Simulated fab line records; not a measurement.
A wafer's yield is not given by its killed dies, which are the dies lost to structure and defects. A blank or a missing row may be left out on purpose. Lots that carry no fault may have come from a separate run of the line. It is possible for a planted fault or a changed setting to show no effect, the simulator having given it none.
Which tool did it? -- flow gf180mcu -- 12 lots with 36 wafers sampled at 6 steps, on a route of 602 steps

WHAT THE GAUGES SHOWED, per wafer
GF_DUAL_GATE_OVL_MEAS_11.
lot,measured,on,DUAL_GATE_OVL (nm)
L105,day 8 13:19,overlay-01,0.9 2.1 0.6
L107,day 9 09:54,overlay-01,-0.6 1.3 -1.8
L108,day 9 19:40,overlay-01,2.0 -2.1 -0.2
L109,day 9 21:39,overlay-01,0.6 0.5 0.9
L110,day 10 02:10,overlay-01,2.0 0.5 1.9
L111,day 10 13:15,overlay-01,3.1 1.7 0.4
L113,day 11 02:38,overlay-02,2.4 1.4 3.1
L119,day 12 15:55,overlay-02,-1.5 1.5 -0.5
L120,day 13 01:28,overlay-01,0.6 1.2 -1.2
L123,day 13 21:10,overlay-02,-2.8 -1.4 -0.3
L124,day 14 04:09,overlay-02,1.1 1.1 1.0
L127,day 15 05:01,overlay-01,1.4 2.5 1.2

GF_POLY_GATE_THK_MEAS_17.
lot,measured,on,POLY_GATE_OXIDATION_THK (nm)
L105,day 9 12:37,film-metro-03,3.95 3.95 3.96
L107,day 10 09:41,film-metro-04,4.07 4.00 4.02
L108,day 10 19:35,film-metro-04,3.92 3.85 3.87
L109,day 10 20:50,film-metro-04,3.96 3.93 3.88
L110,day 11 00:55,film-metro-04,3.87 3.97 3.87
L111,day 11 13:23,film-metro-02,4.06 4.01 4.04
L113,day 12 04:28,film-metro-04,3.95 3.95 3.99
L119,day 13 20:16,film-metro-02,3.83 3.80 3.87
L120,day 14 02:28,film-metro-04,3.87 4.01 3.96
L123,day 14 23:20,film-metro-03,3.98 4.06 3.94
L124,day 15 06:56,film-metro-04,4.03 4.13 4.03
L127,day 16 08:17,film-metro-02,3.88 3.87 3.86

GF_HV_LDD_TW_MEAS_11.
lot,measured,on,HV_LDD_TW
L105,day 10 06:52,film-metro-03,2439 2438 2437
L107,day 11 04:37,film-metro-02,2411 2421 2413
L108,day 11 14:50,film-metro-01,2446 2451 2438
L109,day 11 15:25,film-metro-02,2406 2416 2411
L110,day 11 20:03,film-metro-03,2431 2435 2433
L111,day 12 08:14,film-metro-03,2432 2438 2428
L113,day 12 23:55,film-metro-02,2409 2411 2395
L119,day 14 17:12,film-metro-03,1811 1815 1811
L120,day 15 00:09,film-metro-02,1777 1773 1770
L123,day 15 21:17,film-metro-02,2396 2401 2412
L124,day 16 04:27,film-metro-02,2407 2402 2393
L127,day 17 07:06,film-metro-02,2415 2415 2412

GF_HV_LDD_RS_MEAS_53: measurement is done with a four-point probe.
lot,measured,on,HV_LDD_RS (ohm/sq)
L105,day 12 16:07,film-metro-01,420.4 419.3 419.5
L107,day 13 16:07,film-metro-03,418.6 418.8 418.0
L108,day 14 02:19,film-metro-02,417.2 417.0 416.5
L109,day 14 05:25,film-metro-01,420.2 418.9 418.3
L110,day 14 10:02,film-metro-02,418.9 419.1 418.8
L111,day 14 22:47,film-metro-03,417.9 416.2 415.5
L113,day 15 16:14,film-metro-02,418.3 418.4 418.1
L119,day 17 13:51,film-metro-03,603.6 599.1 601.9
L120,day 17 20:58,film-metro-02,603.0 602.9 603.9
L123,day 18 19:50,film-metro-01,417.8 418.2 417.5
L124,day 19 02:35,film-metro-03,417.7 419.2 418.7
L127,day 20 08:07,film-metro-03,417.9 419.6 418.7

WHAT TOOL EACH LOT RAN ON (gives the tool, then ch and the chambers of the sampled wafers, and finally the start)
lot,GF_HV_LDD_IMPLANT_09,GF_HV_LDD_STRIP_10
L105,"implanter-04 ch 0, day 10 06:39","plasma-asher-01 ch 0,1, day 10 06:47"
L107,"implanter-01 ch 0, day 11 04:22","plasma-asher-03 ch 0,1, day 11 04:31"
L108,"implanter-04 ch 0, day 11 14:36","plasma-asher-03 ch 0,1, day 11 14:43"
L109,"implanter-03 ch 0, day 11 15:10","plasma-asher-01 ch 0,1, day 11 15:19"
L110,"implanter-04 ch 0, day 11 19:48","plasma-asher-03 ch 0,1, day 11 19:57"
L111,"implanter-03 ch 0, day 12 07:59","plasma-asher-02 ch 0,1, day 12 08:08"
L113,"implanter-01 ch 0, day 12 23:43","plasma-asher-01 ch 0,1, day 12 23:49"
L119,"implanter-03 ch 0, day 14 16:58","plasma-asher-02 ch 0,1, day 14 17:05"
L120,"implanter-03 ch 0, day 14 23:54","plasma-asher-01 ch 0,1, day 15 00:03"
L123,"implanter-04 ch 0, day 15 21:03","plasma-asher-03 ch 0,1, day 15 21:10"
L124,"implanter-01 ch 0, day 16 04:13","plasma-asher-03 ch 0,1, day 16 04:20"
L127,"implanter-03 ch 0, day 17 06:51","plasma-asher-01 ch 0,1, day 17 07:00"
- GF_HV_LDD_IMPLANT_09
- GF_HV_LDD_STRIP_10: strips in O2/N2.

AS READ BY THE TOOLS THEMSELVES (means over the sampled wafers that have a number; for cases with no such wafer, the mark the record gives instead)
GF_HV_LDD_IMPLANT_09.
lot,tool,dose-ions-cm2,faraday-current-uA
L105,implanter-04,1e+14,566
L107,implanter-01,1e+14,569
L108,implanter-04,1e+14,587
L109,implanter-03,1e+14,559
L110,implanter-04,1e+14,566
L111,implanter-03,1e+14,557
L113,implanter-01,1e+14,565
L119,implanter-03,3e+13,198
L120,implanter-03,3e+13,193
L123,implanter-04,1e+14,558
L124,implanter-01,1e+14,561
L127,implanter-03,1e+14,560

GF_HV_LDD_STRIP_10.
lot,tool,drypump-motor-current-A (A),heater-power-w (W),n2-flow-sccm (sccm),oes-product-au (a.u.),strip-time-to-endpoint-s (s)
L105,plasma-asher-01,6.0,317,300.1,0.715,12.61
L107,plasma-asher-03,6.0,309,299.7,0.718,12.61
L108,plasma-asher-03,5.9,302,299.5,0.715,12.59
L109,plasma-asher-01,6.1,315,300.7,0.722,12.56
L110,plasma-asher-03,5.9,293,300.0,0.713,12.61
L111,plasma-asher-02,5.7,342,299.9,0.717,12.63
L113,plasma-asher-01,6.1,311,299.2,0.713,12.64
L119,plasma-asher-02,5.5,356,300.3,0.713,12.61
L120,plasma-asher-01,6.1,310,299.5,0.717,12.58
L123,plasma-asher-03,6.0,306,300.0,0.715,12.56
L124,plasma-asher-03,5.9,296,301.2,0.719,12.66
L127,plasma-asher-01,6.4,335,299.8,0.712,12.59

THE ANSWER, worked out from the rows above alone
Rule: what is usual is taken from the lots themselves. The widest of any qualifying gaps counts: lots, ordered by their means at a reading, are off when they make up no more than a third of the lots, leave a main group of 4 or more, and stand apart from it by 3 or more times the standard deviation of that group's means. The tables above print the reading to a certain number of digits; a main group whose means all agree to those digits is not used. A lot without any number at a reading at which 4 lots or more have one is off too. The other lots that the step has rows for count as sound. After the gauges, taken in route order, come the tools' own readings; for these a lot's mean is taken, as printed above. At the first step where some lot is off, the reading lying furthest off is the one used; lots without a number count as furthest.
Off: L119, L120, at GF_HV_LDD_TW_MEAS_11 (HV_LDD_TW). For the main group the mean is 2420 and the standard deviation 15.
If a tool, at a process step before that reading, ran all the lots that are off and no sound lot after the first of them, it fits. The gauges at GF_HV_LDD_TW_MEAS_11 aren't tried: what is off there is off at GF_HV_LDD_IMPLANT_09 too, on other tools, and a gauge's error can't cause that. No candidate that was tried fits.

WHAT THE SIMULATOR HAD INSERTED
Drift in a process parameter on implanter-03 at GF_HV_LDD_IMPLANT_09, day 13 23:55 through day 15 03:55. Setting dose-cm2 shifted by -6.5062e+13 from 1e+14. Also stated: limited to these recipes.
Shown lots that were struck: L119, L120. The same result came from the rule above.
